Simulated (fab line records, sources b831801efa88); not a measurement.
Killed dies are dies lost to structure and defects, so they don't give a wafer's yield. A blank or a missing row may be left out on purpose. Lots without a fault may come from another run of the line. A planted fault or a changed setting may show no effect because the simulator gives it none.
Which tool did it? | flow sky130 | 11 lots, 33 wafers sampled, at 3 steps of a route of 708

WHAT THE GAUGES READ, wafer by wafer
SKY_CAPM_THK_MEAS_04: measures by xrf.
lot  | measured     | on            | CAPM_TIN_THK (nm)
L476 | day 36 08:17 | film_metro-03 | 198.0 197.6 199.8
L478 | day 37 08:32 | film_metro-02 | 203.1 200.7 200.0
L480 | day 38 05:48 | film_metro-01 | 203.7 202.1 198.4
L482 | day 38 18:15 | film_metro-01 | 200.6 204.9 198.0
L481 | day 38 18:44 | film_metro-02 | 200.7 205.3 204.1
L488 | day 40 04:50 | film_metro-02 | 200.3 198.8 202.9
L489 | day 40 10:20 | film_metro-01 | 203.6 209.0 209.1
L490 | day 40 22:26 | film_metro-02 | 199.9 198.4 199.8
L493 | day 41 14:42 | film_metro-03 | 199.3 204.1 200.9
L494 | day 41 20:57 | film_metro-01 | 202.3 199.3 199.1
L499 | day 43 11:02 | film_metro-03 | 198.2 197.9 200.1

WHICH TOOL RAN EACH LOT (tool, then ch and the chambers of the sampled wafers, then the start)
lot  | SKY_METAL3_SPUTTER_00        | SKY_METAL3_SPUTTER_04
L476 | pvd_sputter-04, day 36 07:47 | pvd_sputter-04, day 36 07:54
L478 | pvd_sputter-03, day 37 08:04 | pvd_sputter-03, day 37 08:10
L480 | pvd_sputter-04, day 38 05:19 | pvd_sputter-04, day 38 05:25
L482 | pvd_sputter-03, day 38 17:45 | pvd_sputter-03, day 38 17:51
L481 | pvd_sputter-03, day 38 18:16 | pvd_sputter-03, day 38 18:22
L488 | pvd_sputter-03, day 40 04:23 | pvd_sputter-03, day 40 04:29
L489 | pvd_sputter-03, day 40 09:52 | pvd_sputter-03, day 40 09:58
L490 | pvd_sputter-03, day 40 21:58 | pvd_sputter-03, day 40 22:04
L493 | pvd_sputter-04, day 41 14:13 | pvd_sputter-04, day 41 14:20
L494 | pvd_sputter-03, day 41 20:29 | pvd_sputter-03, day 41 20:35
L499 | pvd_sputter-02, day 43 10:35 | pvd_sputter-02, day 43 10:41
- SKY_METAL3_SPUTTER_00: material Ti, target thk 15 nm, time 10 s.
- SKY_METAL3_SPUTTER_04: material TiN, target thk 70 nm, time 58.3 s.

THE ANSWER, worked out from the rows above alone
Rule: what is usual is taken from the lots themselves. Put in order of their means at a reading, lots are off if they are a third of the lots or fewer, leave a main group of 4 or more, and stand apart from it by a gap of 3 or more times the standard deviation of the main group's means; of several such gaps the widest counts. A main group whose means are all the same, to the digits that the tables above print for the reading, isn't used. A lot without any number at a reading at which 4 lots or more have one is off too. The other lots that the step has rows for count as sound.
No lot is off at any reading shown: from this, nothing can be told.

WHAT THE SIMULATOR HAD PUT IN
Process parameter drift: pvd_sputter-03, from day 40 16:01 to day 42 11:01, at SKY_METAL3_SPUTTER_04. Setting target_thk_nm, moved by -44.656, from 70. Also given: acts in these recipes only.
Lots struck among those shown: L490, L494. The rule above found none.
